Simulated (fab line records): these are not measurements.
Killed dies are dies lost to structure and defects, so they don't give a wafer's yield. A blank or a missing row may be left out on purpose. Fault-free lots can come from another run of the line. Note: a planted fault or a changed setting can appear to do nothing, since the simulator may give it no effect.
Problem report in the 8D (eight disciplines) form, filled by code    flow gf180mcu    the parts of the form that need people (team, actions taken, sign-off) are left out

1. PROBLEM STATEMENT
Wafers free of any fault read 558.8 (standard deviation 2.7) for MVPSD_TW at GF_MVPSD_TW_MEAS_11, against a mean of 413.1 on 6 wafers of 2 lots. Relative to the usual mean, that is a shift of -54 standard deviations.
First seen on wafer L348.3, day 8 02:29, on film metro-03. The record holds 39 wafers of 13 lots with a number at this step. By rule, "out" or "out of limits" means more than 4 standard deviations away from the usual mean. The rest of the wafers with a number are treated as sound.

2. WHAT IT IS, WHAT IT ISN'T
question                     is                      is not
which readings at this step  MVPSD_TW                -
which lots                   L348, L349              L338, L339, L341, L343, L352, L353, L354, L355, L357, L358, L359
which wafers of those lots   all that have a number  -
read on which gauges         film metro-03           film metro-01, film metro-02
when                         from day 8 02:29        up to then (12 sound wafers); but 21 sound wafers of L352, L353, L354, L355, L357, L358, L359 came after

3. WHAT RULES OUT EACH SUSPECT
Counting: a tool stays on the suspect list if, at a process step up to the reading, it processed all lots that are out and no sound lot following the first of them.
- the gauge at GF_MVPSD_TW_MEAS_11: ruled out. All the wafers that are out were read on film metro-03, but those of them that GF_MVPSD_IMPLANT_08 has rows for are out there too, on other tools.
- implanter-01 at GF_MVPSD_IMPLANT_08: kept. It ran every lot that is out, first L348 (day 8 02:07), and no sound lot after that; its last sound lot up to then is L339 (day 5 17:02). On those wafers its own readings are out: dose ions cm2, faraday current uA.
Remaining after the count: implanter-01 at GF_MVPSD_IMPLANT_08.

4. THE CAUSE (what the simulator had put in)
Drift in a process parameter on implanter-01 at GF_MVPSD_IMPLANT_08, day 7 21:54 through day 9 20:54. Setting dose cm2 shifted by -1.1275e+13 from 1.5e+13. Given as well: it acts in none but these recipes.
Only this tool survived the counting.

5. THE CHAIN OF EFFECTS, in route order
Each row: a reading where the mean over the struck wafers with a number is more than 3 standard deviations away from the usual. Readings are gone through only where the record gives a usual standard deviation; hours: the median, over the lots, of the time from a lot's start at the first step in this table giving one to that lot's start at this step; sigmas: the change measured in usual standard deviations.
hours  step                      reading             usual        on struck wafers  change       sigmas
0      GF_MVPSD_IMPLANT_08       dose ions cm2       1.4997e+13   3.7255e+12        -1.1272e+13  -99 or more
0      GF_MVPSD_IMPLANT_08       faraday current uA  84.6         21.0              -63.6        -37
0      GF_MVPSD_TW_MEAS_11       MVPSD_TW            558.8        413.1             -145.7       -54
70     GF_VT_IMPLANT_RS_MEAS_49  MVPSD_RS            1168 ohm/sq  2219              +1051        +99 or more
It contains these process steps:
- GF_MVPSD_IMPLANT_08
Later measuring or inspecting steps at which every struck wafer that the step has a row for has a number for every such reading, and none has moved that far: GF_CONTACT_BOW_MEAS_05, GF_CONTACT_OVL_MEAS_15.

6. WHAT WOULD HAVE CAUGHT IT SOONER
5 hours passed between the start of the fault at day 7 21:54 and the first reading out of limits at a measuring or inspecting step in this record, taken at day 8 02:29.
At GF_MVPSD_IMPLANT_08, the tool's own readings (dose ions cm2, faraday current uA) were out on each struck wafer the step has a row for, so an alarm limit on them would have fired on the first such wafer.
Among the 2 lots that are out, L349 began GF_MVPSD_IMPLANT_08 on implanter-01 after day 8 02:29. Had the tool been put on hold then, it would have been spared.
